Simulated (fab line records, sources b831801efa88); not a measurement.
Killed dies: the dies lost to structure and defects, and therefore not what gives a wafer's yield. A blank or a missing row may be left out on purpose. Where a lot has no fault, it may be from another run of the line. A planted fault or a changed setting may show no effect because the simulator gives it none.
Commonality check across tools | flow sky130 | Sampled: 13 lots, 39 wafers

REASON FOR OPENING
At SKY_CAPM_THK_MEAS_01 the reading CAPM_CVD_00_THK is flagged on 3 of 13 lots. No-fault wafers: 15.47 nm, standard deviation 0.19.
Rule: flag the lot when none of its wafers has a number, or when each of its wafers that has one lies beyond 4 standard deviations from that mean. The other lots count as sound.

lot  | measured     | on            | CAPM_CVD_00_THK (nm), wafer by wafer | flag
L749 | day 36 19:52 | film_metro-02 | 15.29 15.34 15.52                    |
L748 | day 36 20:34 | film_metro-04 | 14.98 15.18 15.27                    |
L751 | day 37 09:13 | film_metro-04 | 31.05 31.02 31.58                    | FLAGGED
L752 | day 37 15:01 | film_metro-01 | 30.45 31.36 31.34                    | FLAGGED
L753 | day 39 04:44 | film_metro-04 | 30.60 31.04 30.84                    | FLAGGED
L755 | day 39 05:53 | film_metro-02 | 15.31 15.55 15.49                    |
L754 | day 39 08:32 | film_metro-01 | 15.17 15.76 15.60                    |
L764 | day 41 23:28 | film_metro-04 | 15.40 15.45 15.48                    |
L763 | day 42 02:47 | film_metro-01 | 15.22 15.39 15.60                    |
L766 | day 42 04:56 | film_metro-04 | 15.50 15.22 15.58                    |
L768 | day 42 16:08 | film_metro-02 | 15.37 15.36 15.65                    |
L770 | day 42 22:20 | film_metro-04 | 15.90 16.12 15.79                    |
L769 | day 43 02:23 | film_metro-04 | 15.24 15.32 15.50                    |
Average over the flagged lots: 31.03 nm; offset from the usual +15.56 nm, equal to +82 standard deviations.

LOT BY LOT: THE TOOL USED
The record keeps 1 process step preceding the reading, out of 708 steps on the route. In each cell: the tool, then ch and the chambers that the sampled wafers went through, then the start.
lot  | flag    | SKY_CAPM_CVD_00
L749 |         | pecvd-02 ch 0,2, day 36 19:50
L748 |         | pecvd-02 ch 0,1, day 36 20:32
L751 | FLAGGED | pecvd-03 ch 1,2, day 37 09:00
L752 | FLAGGED | pecvd-03 ch 0,2, day 37 14:00
L753 | FLAGGED | pecvd-03 ch 0,1,2, day 39 04:00
L755 |         | pecvd-01 ch 1,2, day 39 05:52
L754 |         | pecvd-02 ch 1,2, day 39 08:29
L764 |         | pecvd-03 ch 0,2, day 41 23:25
L763 |         | pecvd-02 ch 1,2, day 42 02:46
L766 |         | pecvd-01 ch 0,1, day 42 04:54
L768 |         | pecvd-01 ch 0,1,2, day 42 16:06
L770 |         | pecvd-01 ch 0,1,2, day 42 22:17
L769 |         | pecvd-03 ch 0, day 43 02:21
What the steps here do:
- SKY_CAPM_CVD_00: deposits SiO2, target thk 15.5 nm.
- SKY_CAPM_THK_MEAS_01

FLAGGED AGAINST TOTAL, ONE TOOL AT A TIME (gauges that did the reading follow at the end)
step                 | tool          | lots run | flagged | share of the flagged lots | sound lots run after its first flagged lot
SKY_CAPM_CVD_00      | pecvd-01      | 4        | 0       | none                      | -
SKY_CAPM_CVD_00      | pecvd-02      | 4        | 0       | none                      | -
SKY_CAPM_CVD_00      | pecvd-03      | 5        | 3       | all                       | 2 (L764,L769)
SKY_CAPM_THK_MEAS_01 | film_metro-01 | 3        | 1       | some                      | 2 (L754,L763)
SKY_CAPM_THK_MEAS_01 | film_metro-02 | 3        | 0       | none                      | -
SKY_CAPM_THK_MEAS_01 | film_metro-04 | 7        | 2       | some                      | 4 (L764,L766,L770,L769)

WHAT THE TABLE PERMITS
All flagged lots share 1 row of the table, namely pecvd-03 at SKY_CAPM_CVD_00.
- pecvd-03 at SKY_CAPM_CVD_00 ran 5 lots, 3 of them flagged. Sound lots followed the first flagged one (L764, L769) on it, something a lasting fault affecting the whole tool could not allow.
Not one row of the table ran every flagged lot while running no sound lot after the first.

WHAT THE SIMULATOR HAD PUT IN
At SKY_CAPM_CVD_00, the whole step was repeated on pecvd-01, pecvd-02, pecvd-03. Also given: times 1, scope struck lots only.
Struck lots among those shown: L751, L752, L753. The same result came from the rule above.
